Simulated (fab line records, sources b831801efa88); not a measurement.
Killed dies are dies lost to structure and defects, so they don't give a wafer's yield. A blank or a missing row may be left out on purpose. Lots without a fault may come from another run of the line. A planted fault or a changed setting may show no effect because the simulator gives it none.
One fault seen from 2 desks | flow sky130 | each desk has only its own numbers; what lay behind them comes last

THE TOOL OWNER'S DESK: pvd_sputter-04
The tool's own readings at SKY_METAL5_SPUTTER_00 (material Ti, target thk 15 nm, time 10 s): means of the sampled wafers that have a number, for each lot that ran on this tool. A lot is out of limits, marked OUT, if its mean lies more than 4 standard deviations from the usual mean; the brackets give that distance.
Columns: A = throttle_valve_pct at SKY_METAL5_SPUTTER_00, usual 30.2 %
lot  | first seen here | A
L653 | day 45 00:44    | 30.8
L658 | day 46 18:35    | 30.8
L659 | day 47 00:21    | 30.6
L663 | day 48 02:35    | 30.9
This desk's finding: nothing out of limits on any of the 4 lots.

THE METROLOGY DESK
What the gauges read, lot by lot, whatever tool the lot ran on: means of the sampled wafers that have a number. A lot is out of limits, marked OUT, if its mean lies more than 4 standard deviations from the usual mean; the brackets give that distance.
Columns: A = METAL5_ALCU_THK at SKY_METAL5_THK_MEAS_06, usual 1133 nm
lot  | first seen here | A
L651 | day 44 13:23    | 1137
L652 | day 44 23:14    | 1125
L653 | day 45 01:01    | 1148
L656 | day 46 04:50    | 1132
L657 | day 46 08:06    | 1135
L658 | day 46 18:53    | 1137
L659 | day 47 00:38    | 1163
L660 | day 47 04:50    | 1126
L662 | day 47 19:31    | 1129
L663 | day 48 02:53    | 1136
L673 | day 49 23:01    | 1127
This desk's finding: nothing out of limits on any of the 11 lots.

PUT TOGETHER
The tool owner's desk saw nothing out of limits.
The metrology desk saw nothing out of limits.

WHAT THE SIMULATOR HAD PUT IN
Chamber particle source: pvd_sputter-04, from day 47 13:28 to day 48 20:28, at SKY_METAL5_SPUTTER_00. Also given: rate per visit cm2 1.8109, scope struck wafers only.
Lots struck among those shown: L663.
